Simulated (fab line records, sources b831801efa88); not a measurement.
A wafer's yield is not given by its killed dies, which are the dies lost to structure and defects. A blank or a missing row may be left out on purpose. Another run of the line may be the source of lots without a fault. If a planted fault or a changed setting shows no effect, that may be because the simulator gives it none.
fab line records	flow gf180mcu
record lots=24	wafers=72	last-day=34
route steps=602 shown STI@26 HV_LDD@226 PSD@259 CONTACT@290 M1@330
lots that met no fault: taken from a fault-free run of the same line
start-h: the number of hours between the record's first day and the start of the first shown wafer of the lot	wait-h: hours from the lot's prior step to this one	" identical to the entry in the row above	L1.1+2: one row covering several wafers at once	- no value, or no start was given	* or withheld: withheld	< > ~ a bound
route shown NAME@n: a module of which the file shows steps, and the number in the route of the first	usual: the fault-free wafers' mean and standard deviation	same: alike in all rows	chamber/n: place in a boat	sites: readings site by site	_std_site: the values' standard deviation	_edge_site: the outer-site mean with the inner-site mean subtracted	radius-mm: how far each site lies from the wafer's centre	mask NAME#n: copy n	behind: the most recent tool/chamber to have shaped the wafer	hold: reason for holding the lot/hours on hold/outcome of the hold	device: names the non-switching transistor (n, p or np)	end of line: the same wafers' tests at the end of the route	a step given without rows: its recipe and nothing more	killed: not the wafer's yield, but the dies lost to structure and defects at the first sort	map: dies across one wafer; x = killed, . = not, _ = none there
set.NAME: the setting the step ran with; set.NAME@STEP: the setting that earlier step ran with	model.NAME: the simulator's own value behind a step, which no gauge read
a sample of lots followed through the steps of the route, with each step as a table and each wafer as a row
services: from which hour (start-h, from the record's first day; less than 0 if before it) a tool's chamber was out of use, for how many hours, and why
## steps
# step GF_STI_CMP_25
# recipe stop-on=Si3N4	t-overpolish-s=33	down-force-psi=4	platen-rpm=60	target-thk-nm=524.6	pad-velocity-m-s=0.94248
# usual motor-current-A=11.6/1.1	overpolish-run-s=32.999/0.0089	retaining-ring-pressure-frac=1.000/0.005	time-to-endpoint-s=126/4.5
lot.wafer	tool	chamber	start-h	wait-h	motor-current-A	overpolish-run-s	retaining-ring-pressure-frac	time-to-endpoint-s
L074.2	cmp-01	0	27.73	0.1	11.2	33.005	1.000	137
L074.3	"	2	"	"	13.4	32.996	1.000	123
L074.6	"	3	"	"	11.0	33.000	0.995	130
L075.4	cmp-02	2	33.75	0.0	11.0	33.009	0.999	124
L075.1	"	3	"	"	12.6	33.004	1.000	121
L075.5	"	2	"	"	11.0	33.002	1.005	119
L076.2	cmp-01	0	38.18	0.1	11.2	32.985	1.008	132
L076.1	"	2	"	"	12.2	32.995	0.993	120
L076.5	"	3	"	"	11.0	33.001	1.006	124
L077.3	cmp-02	2	42.48	0.0	10.6	33.000	0.996	126
L077.2	"	3	"	"	12.9	33.000	0.996	124
L077.1	"	0	"	"	13.3	33.017	0.997	126
L078.4	cmp-01	3	49.31	0.0	10.7	33.016	0.998	127
L078.2	"	0	"	"	11.3	32.997	1.009	134
L078.3	"	2	"	"	12.9	33.004	1.005	124
L079.1	cmp-01	3	54.09	0.1	11.0	33.000	1.001	127
L079.3	"	0	"	"	11.1	32.988	1.006	136
L079.6	"	0	"	"	11.4	33.011	1.000	134
L080.1	cmp-02	0	57.95	0.1	12.9	33.001	1.005	127
L080.2	"	2	"	"	10.9	33.013	1.005	123
L080.6	"	0	"	"	13.1	32.989	1.007	126
L081.3	cmp-01	0	66.54	0.3	11.3	33.004	0.997	131
L081.4	"	3	"	"	10.7	32.983	0.995	124
L081.5	"	0	"	"	11.7	33.001	1.003	130
L082.1	cmp-02	1	68.79	0.1	11.5	33.016	0.995	130
L082.2	"	0	"	"	13.6	33.006	1.000	128
L082.5	"	2	"	"	11.9	33.024	0.997	124
L083.3	cmp-01	1	73.18	0.0	9.8	32.996	1.002	125
L083.4	"	0	"	"	11.2	32.998	0.994	129
L083.5	"	2	"	"	13.3	32.994	0.994	118
L084.2	cmp-02	2	78.71	0.1	11.2	32.997	1.002	125
L084.5	"	1	"	"	11.9	33.002	1.004	133
L084.6	"	2	"	"	11.5	32.992	1.010	124
L085.2	cmp-01	1	85.57	0.1	10.3	33.009	1.001	130
L085.6	"	0	"	"	11.2	33.005	0.994	134
L085.5	"	1	"	"	10.1	32.993	1.007	129
L086.3	cmp-01	1	88.98	0.2	9.5	32.995	0.999	131
L086.4	"	2	"	"	14.0	32.995	0.996	128
L086.5	"	2	"	"	13.6	32.994	0.999	125
L087.2	cmp-02	1	95.53	0.0	12.2	33.005	1.006	129
L087.4	"	2	"	"	10.7	33.008	1.003	121
L087.1	"	3	"	"	12.3	32.991	1.002	122
L088.2	cmp-02	1	99.45	0.0	11.6	32.992	0.994	129
L088.3	"	2	"	"	10.8	32.994	1.002	126
L088.5	"	1	"	"	11.8	32.973	1.003	128
L089.1	cmp-01	3	104.31	0.1	10.6	32.997	0.994	121
L089.2	"	0	"	"	11.0	33.007	0.992	131
L089.4	"	2	"	"	14.0	32.987	0.998	117
L090.1	cmp-01	0	110.02	0.2	11.3	32.996	0.999	137
L090.6	"	1	"	"	10.3	33.010	0.999	130
L090.5	"	2	"	"	12.4	33.004	1.002	127
L091.4	cmp-02	2	115.16	0.1	10.2	33.004	0.992	125
L091.1	"	3	"	"	12.4	33.015	1.005	121
L091.6	"	1	"	"	11.9	32.997	1.001	129
L092.2	cmp-02	0	120.59	0.2	13.3	32.982	0.996	129
L092.5	"	1	"	"	11.6	32.986	1.002	132
L092.6	"	2	"	"	11.3	32.998	1.005	124
L093.4	cmp-01	2	125.65	0.0	12.8	33.001	0.997	123
L093.3	"	0	"	"	10.3	32.999	1.003	132
L093.1	"	1	"	"	10.0	33.000	0.994	128
L094.2	cmp-02	3	130.52	0.1	12.6	33.008	1.000	125
L094.3	"	1	"	"	12.4	33.000	0.997	132
L094.5	"	3	"	"	12.4	33.008	1.003	124
L095.3	cmp-01	0	136.17	0.1	11.7	32.994	0.993	130
L095.2	"	1	"	"	9.9	32.983	0.998	127
L095.5	"	0	"	"	11.1	33.010	1.001	132
L096.4	cmp-02	1	140.85	0.0	11.4	33.001	1.000	130
L096.3	"	3	"	"	12.3	33.002	0.998	121
L096.6	"	2	"	"	10.7	32.999	1.004	124
L097.3	cmp-02	1	147.84	0.0	11.7	33.002	0.995	131
L097.4	"	2	"	"	11.0	32.978	1.004	123
L097.2	"	0	"	"	13.1	32.987	0.994	122
# step GF_HV_LDD_TW_MEAS_50
# usual HV_LDD_4_TW=573/7.5
lot.wafer	tool	chamber	start-h	wait-h	HV_LDD_4_TW
L074.2	film-metro-02	-	269.41	0.1	562
L074.3	"	-	"	"	562
L074.6	"	-	"	"	564
L075.1	film-metro-03	-	283.25	0.1	565
L075.4	"	-	"	"	563
L075.5	"	-	"	"	565
L076.1	film-metro-04	-	288.90	0.1	577
L076.2	"	-	"	"	579
L076.5	"	-	"	"	578
L077.1	film-metro-04	-	297.21	0.1	581
L077.2	"	-	"	"	577
L077.3	"	-	"	"	578
L078.2	film-metro-03	-	310.76	0.1	570
L078.3	"	-	"	"	568
L078.4	"	-	"	"	572
L079.1	film-metro-03	-	320.62	0.1	571
L079.3	"	-	"	"	568
L079.6	"	-	"	"	569
L080.1	film-metro-02	-	325.62	0.1	559
L080.2	"	-	"	"	562
L080.6	"	-	"	"	561
L081.3	film-metro-04	-	332.69	0.1	583
L081.4	"	-	"	"	580
L081.5	"	-	"	"	580
L082.1	film-metro-04	-	339.45	0.1	580
L082.2	"	-	"	"	579
L082.5	"	-	"	"	579
L083.3	film-metro-02	-	343.17	0.1	565
L083.4	"	-	"	"	565
L083.5	"	-	"	"	563
L084.2	film-metro-03	-	348.48	0.1	569
L084.5	"	-	"	"	571
L084.6	"	-	"	"	567
L085.2	film-metro-03	-	360.62	0.1	569
L085.5	"	-	"	"	570
L085.6	"	-	"	"	570
L086.3	film-metro-04	-	369.01	0.1	577
L086.4	"	-	"	"	578
L086.5	"	-	"	"	578
L087.1	film-metro-02	-	377.66	0.1	561
L087.2	"	-	"	"	562
L087.4	"	-	"	"	560
L088.2	film-metro-04	-	384.30	0.1	581
L088.3	"	-	"	"	581
L088.5	"	-	"	"	582
L089.1	film-metro-03	-	392.27	0.1	569
L089.2	"	-	"	"	568
L089.4	"	-	"	"	569
L090.1	film-metro-04	-	401.39	0.1	580
L090.5	"	-	"	"	582
L090.6	"	-	"	"	579
L091.1	film-metro-03	-	407.86	0.1	567
L091.4	"	-	"	"	569
L091.6	"	-	"	"	568
L092.2	film-metro-04	-	413.33	0.1	579
L092.5	"	-	"	"	578
L092.6	"	-	"	"	576
L093.1	film-metro-04	-	425.22	0.1	578
L093.3	"	-	"	"	578
L093.4	"	-	"	"	580
L094.2	film-metro-04	-	434.70	0.1	583
L094.3	"	-	"	"	581
L094.5	"	-	"	"	578
L095.2	film-metro-02	-	441.55	0.1	563
L095.3	"	-	"	"	561
L095.5	"	-	"	"	564
L096.3	film-metro-04	-	448.91	0.1	581
L096.4	"	-	"	"	585
L096.6	"	-	"	"	580
L097.2	film-metro-03	-	459.45	0.1	572
L097.3	"	-	"	"	573
L097.4	"	-	"	"	570
# step GF_PSD_TW_MEAS_11
# usual PSD_TW=3209/38
lot.wafer	tool	chamber	start-h	wait-h	PSD_TW
L074.2	film-metro-04	-	312.68	0.1	3245
L074.3	"	-	"	"	3229
L074.6	"	-	"	"	3254
L075.1	film-metro-04	-	327.50	0.1	3237
L075.4	"	-	"	"	3237
L075.5	"	-	"	"	3238
L076.1	film-metro-04	-	333.36	0.1	3233
L076.2	"	-	"	"	3259
L076.5	"	-	"	"	3243
L077.1	film-metro-02	-	343.76	0.1	3151
L077.2	"	-	"	"	3156
L077.3	"	-	"	"	3152
L078.2	film-metro-01	-	355.43	0.1	3217
L078.3	"	-	"	"	3224
L078.4	"	-	"	"	3232
L079.1	film-metro-04	-	370.21	0.1	3235
L079.3	"	-	"	"	3220
L079.6	"	-	"	"	3233
L080.1	film-metro-01	-	372.52	0.1	3188
L080.2	"	-	"	"	3188
L080.6	"	-	"	"	3199
L081.3	film-metro-04	-	380.31	0.1	3246
L081.4	"	-	"	"	3249
L081.5	"	-	"	"	3244
L082.1	film-metro-02	-	388.13	0.1	3160
L082.2	"	-	"	"	3153
L082.5	"	-	"	"	3176
L083.3	film-metro-04	-	391.99	0.1	3255
L083.4	"	-	"	"	3251
L083.5	"	-	"	"	3247
L084.2	film-metro-01	-	397.05	0.1	3220
L084.5	"	-	"	"	3211
L084.6	"	-	"	"	3199
L085.2	film-metro-02	-	408.95	0.1	3147
L085.5	"	-	"	"	3121
L085.6	"	-	"	"	3135
L086.3	film-metro-04	-	418.13	0.1	3213
L086.4	"	-	"	"	3213
L086.5	"	-	"	"	3238
L087.1	film-metro-02	-	426.87	0.1	3126
L087.2	"	-	"	"	3150
L087.4	"	-	"	"	3143
L088.2	film-metro-02	-	433.14	0.1	3130
L088.3	"	-	"	"	3129
L088.5	"	-	"	"	3130
L089.1	film-metro-01	-	443.81	0.1	3211
L089.2	"	-	"	"	3215
L089.4	"	-	"	"	3198
L090.1	film-metro-01	-	452.36	0.1	3218
L090.5	"	-	"	"	3206
L090.6	"	-	"	"	3212
L091.1	film-metro-01	-	458.22	0.1	3241
L091.4	"	-	"	"	3219
L091.6	"	-	"	"	3225
L092.2	film-metro-01	-	465.20	0.1	3216
L092.5	"	-	"	"	3236
L092.6	"	-	"	"	3234
L093.1	film-metro-04	-	477.22	0.1	3216
L093.3	"	-	"	"	3233
L093.4	"	-	"	"	3229
L094.2	film-metro-01	-	486.48	0.1	3213
L094.3	"	-	"	"	3207
L094.5	"	-	"	"	3204
L095.2	film-metro-01	-	493.08	0.1	3241
L095.3	"	-	"	"	3215
L095.5	"	-	"	"	3226
L096.3	film-metro-01	-	500.53	0.1	3216
L096.4	"	-	"	"	3218
L096.6	"	-	"	"	3208
L097.2	film-metro-04	-	511.45	0.1	3252
L097.3	"	-	"	"	3250
L097.4	"	-	"	"	3260
# step GF_CONTACT_THK_MEAS_03
# recipe reads=SiO2_of_CONTACT_CVD_02
# usual CONTACT_CVD_02_THK=857/11
lot.wafer	tool	chamber	start-h	wait-h	CONTACT_CVD_02_THK[nm]
L074.2	film-metro-03	-	334.46	0.0	846
L074.3	"	-	"	"	859
L074.6	"	-	"	"	868
L075.1	film-metro-03	-	350.35	0.0	856
L075.4	"	-	"	"	860
L075.5	"	-	"	"	856
L076.1	film-metro-02	-	355.60	0.0	848
L076.2	"	-	"	"	857
L076.5	"	-	"	"	865
L077.1	film-metro-02	-	367.50	0.0	864
L077.2	"	-	"	"	844
L077.3	"	-	"	"	856
L078.2	film-metro-04	-	379.13	0.0	851
L078.3	"	-	"	"	855
L078.4	"	-	"	"	869
L079.1	film-metro-04	-	394.78	0.0	855
L079.3	"	-	"	"	861
L079.6	"	-	"	"	854
L080.1	film-metro-03	-	397.88	0.0	829
L080.2	"	-	"	"	844
L080.6	"	-	"	"	871
L081.3	film-metro-04	-	404.70	0.1	854
L081.4	"	-	"	"	856
L081.5	"	-	"	"	871
L082.1	film-metro-03	-	410.95	0.0	834
L082.2	"	-	"	"	842
L082.5	"	-	"	"	846
L083.3	film-metro-04	-	416.00	0.1	839
L083.4	"	-	"	"	867
L083.5	"	-	"	"	865
L084.2	film-metro-03	-	421.25	0.0	872
L084.5	"	-	"	"	863
L084.6	"	-	"	"	879
L085.2	film-metro-03	-	433.69	0.0	848
L085.5	"	-	"	"	856
L085.6	"	-	"	"	854
L086.3	film-metro-04	-	444.32	0.1	851
L086.4	"	-	"	"	857
L086.5	"	-	"	"	851
L087.1	film-metro-02	-	451.56	0.0	853
L087.2	"	-	"	"	860
L087.4	"	-	"	"	868
L088.2	film-metro-03	-	458.97	0.0	839
L088.3	"	-	"	"	849
L088.5	"	-	"	"	860
L089.1	film-metro-02	-	469.35	0.1	847
L089.2	"	-	"	"	843
L089.4	"	-	"	"	863
L090.1	film-metro-02	-	478.19	0.0	849
L090.5	"	-	"	"	855
L090.6	"	-	"	"	866
L091.1	film-metro-03	-	483.84	0.0	855
L091.4	"	-	"	"	863
L091.6	"	-	"	"	870
L092.2	film-metro-04	-	490.93	0.0	857
L092.5	"	-	"	"	882
L092.6	"	-	"	"	861
L093.1	film-metro-02	-	501.92	0.0	851
L093.3	"	-	"	"	848
L093.4	"	-	"	"	865
L094.2	film-metro-02	-	511.61	0.0	854
L094.3	"	-	"	"	856
L094.5	"	-	"	"	869
L095.2	film-metro-04	-	518.10	0.1	849
L095.3	"	-	"	"	860
L095.5	"	-	"	"	867
L096.3	film-metro-03	-	525.35	0.1	849
L096.4	"	-	"	"	875
L096.6	"	-	"	"	868
L097.2	film-metro-03	-	536.44	0.0	865
L097.3	"	-	"	"	861
L097.4	"	-	"	"	875
# step GF_CONTACT_BOW_MEAS_05
# recipe mode=bow
# usual CONTACT_BOW=65/6.8
lot.wafer	tool	chamber	start-h	wait-h	CONTACT_BOW[um]
L074.2	film-metro-04	-	334.83	0.1	63
L074.3	"	-	"	"	68
L074.6	"	-	"	"	53
L075.1	film-metro-04	-	350.71	0.2	66
L075.4	"	-	"	"	61
L075.5	"	-	"	"	60
L076.1	film-metro-04	-	355.96	0.2	79
L076.2	"	-	"	"	63
L076.5	"	-	"	"	69
L077.1	film-metro-02	-	367.86	0.1	62
L077.2	"	-	"	"	66
L077.3	"	-	"	"	63
L078.2	film-metro-02	-	379.66	0.1	75
L078.3	"	-	"	"	59
L078.4	"	-	"	"	66
L079.1	film-metro-02	-	402.37	0.1	71
L079.3	"	-	"	"	60
L079.6	"	-	"	"	63
L080.1	film-metro-03	-	402.67	0.2	70
L080.2	"	-	"	"	73
L080.6	"	-	"	"	57
L081.3	film-metro-02	-	405.29	0.2	58
L081.4	"	-	"	"	58
L081.5	"	-	"	"	58
L082.1	film-metro-02	-	411.31	0.2	74
L082.2	"	-	"	"	80
L082.5	"	-	"	"	57
L083.3	film-metro-02	-	416.38	0.2	72
L083.4	"	-	"	"	65
L083.5	"	-	"	"	64
L084.2	film-metro-02	-	421.62	0.2	66
L084.5	"	-	"	"	80
L084.6	"	-	"	"	64
L085.2	film-metro-02	-	434.06	0.3	70
L085.5	"	-	"	"	71
L085.6	"	-	"	"	67
L086.3	film-metro-04	-	444.70	0.3	72
L086.4	"	-	"	"	68
L086.5	"	-	"	"	63
L087.1	film-metro-03	-	451.92	0.2	62
L087.2	"	-	"	"	59
L087.4	"	-	"	"	57
L088.2	film-metro-03	-	459.34	0.3	64
L088.3	"	-	"	"	70
L088.5	"	-	"	"	58
L089.1	film-metro-04	-	469.71	0.2	68
L089.2	"	-	"	"	59
L089.4	"	-	"	"	72
L090.1	film-metro-03	-	478.55	0.2	63
L090.5	"	-	"	"	73
L090.6	"	-	"	"	58
L091.1	film-metro-03	-	484.20	0.2	66
L091.4	"	-	"	"	68
L091.6	"	-	"	"	72
L092.2	film-metro-03	-	491.30	0.3	63
L092.5	"	-	"	"	73
L092.6	"	-	"	"	68
L093.1	film-metro-02	-	502.28	0.2	73
L093.3	"	-	"	"	65
L093.4	"	-	"	"	64
L094.2	film-metro-03	-	512.06	0.2	63
L094.3	"	-	"	"	49
L094.5	"	-	"	"	60
L095.2	film-metro-03	-	518.47	0.2	73
L095.3	"	-	"	"	61
L095.5	"	-	"	"	61
L096.3	film-metro-02	-	525.73	0.2	62
L096.4	"	-	"	"	75
L096.6	"	-	"	"	67
L097.2	film-metro-02	-	536.81	0.1	69
L097.3	"	-	"	"	65
L097.4	"	-	"	"	74
# step GF_M1_OVL_MEAS_15
# usual M1_OVL=1/5.8
lot.wafer	tool	chamber	start-h	wait-h	M1_OVL[nm]
L074.2	overlay-02	-	380.38	0.1	-5
L074.3	"	-	"	"	-6
L074.6	"	-	"	"	-11
L075.1	overlay-01	-	398.01	0.1	11
L075.4	"	-	"	"	7
L075.5	"	-	"	"	0
L076.1	overlay-02	-	402.42	0.1	0
L076.2	"	-	"	"	6
L076.5	"	-	"	"	3
L077.1	overlay-02	-	422.02	0.1	8
L077.2	"	-	"	"	4
L077.3	"	-	"	"	0
L078.2	overlay-01	-	427.06	0.1	8
L078.3	"	-	"	"	4
L078.4	"	-	"	"	0
L079.1	overlay-01	-	450.67	0.1	8
L079.3	"	-	"	"	2
L079.6	"	-	"	"	-1
L080.1	overlay-01	-	451.51	0.1	-5
L080.2	"	-	"	"	-6
L080.6	"	-	"	"	-12
L081.3	overlay-02	-	455.33	0.1	3
L081.4	"	-	"	"	-2
L081.5	"	-	"	"	2
L082.1	overlay-02	-	460.22	0.1	-7
L082.2	"	-	"	"	-10
L082.5	"	-	"	"	-7
L083.3	overlay-01	-	466.48	0.1	1
L083.4	"	-	"	"	-2
L083.5	"	-	"	"	-1
L084.2	overlay-02	-	470.81	0.1	-8
L084.5	"	-	"	"	-8
L084.6	"	-	"	"	-4
L085.2	overlay-02	-	484.41	0.1	-1
L085.5	"	-	"	"	-2
L085.6	"	-	"	"	1
L086.3	overlay-02	-	494.98	0.1	8
L086.4	"	-	"	"	-5
L086.5	"	-	"	"	2
L087.1	overlay-02	-	501.17	0.1	2
L087.2	"	-	"	"	-3
L087.4	"	-	"	"	-1
L088.2	overlay-02	-	508.66	0.1	10
L088.3	"	-	"	"	-1
L088.5	"	-	"	"	4
L089.1	overlay-01	-	518.06	0.1	3
L089.2	"	-	"	"	3
L089.4	"	-	"	"	0
L090.1	overlay-01	-	527.67	0.1	2
L090.5	"	-	"	"	0
L090.6	"	-	"	"	-3
L091.1	overlay-01	-	533.16	0.1	10
L091.4	"	-	"	"	6
L091.6	"	-	"	"	-1
L092.2	overlay-02	-	538.68	0.1	5
L092.5	"	-	"	"	-3
L092.6	"	-	"	"	2
L093.1	overlay-01	-	549.52	0.1	-7
L093.3	"	-	"	"	-6
L093.4	"	-	"	"	0
L094.2	overlay-02	-	559.79	0.1	6
L094.3	"	-	"	"	5
L094.5	"	-	"	"	2
L095.2	overlay-02	-	565.82	0.1	7
L095.3	"	-	"	"	7
L095.5	"	-	"	"	8
L096.3	overlay-02	-	571.18	0.1	10
L096.4	"	-	"	"	6
L096.6	"	-	"	"	7
L097.2	overlay-02	-	582.68	0.1	1
L097.3	"	-	"	"	2
L097.4	"	-	"	"	5
## services
tool	chamber	start-h	hours	kind
cmp-01	-	12.01	5.0	pm
cmp-02	-	15.12	2.8	repair
cmp-01	-	34.71	1.6	repair
cmp-02	-	64.00	4.0	pm
cmp-02	-	68.00	-	consumable-replace:conditioner
cmp-02	-	68.00	-	consumable-replace:pad
cmp-01	-	68.69	0.3	repair
cmp-02	-	84.38	5.0	repair
cmp-02	-	94.93	0.4	repair
cmp-01	-	111.27	4.5	repair
cmp-01	-	140.09	6.1	pm
## key
fault none
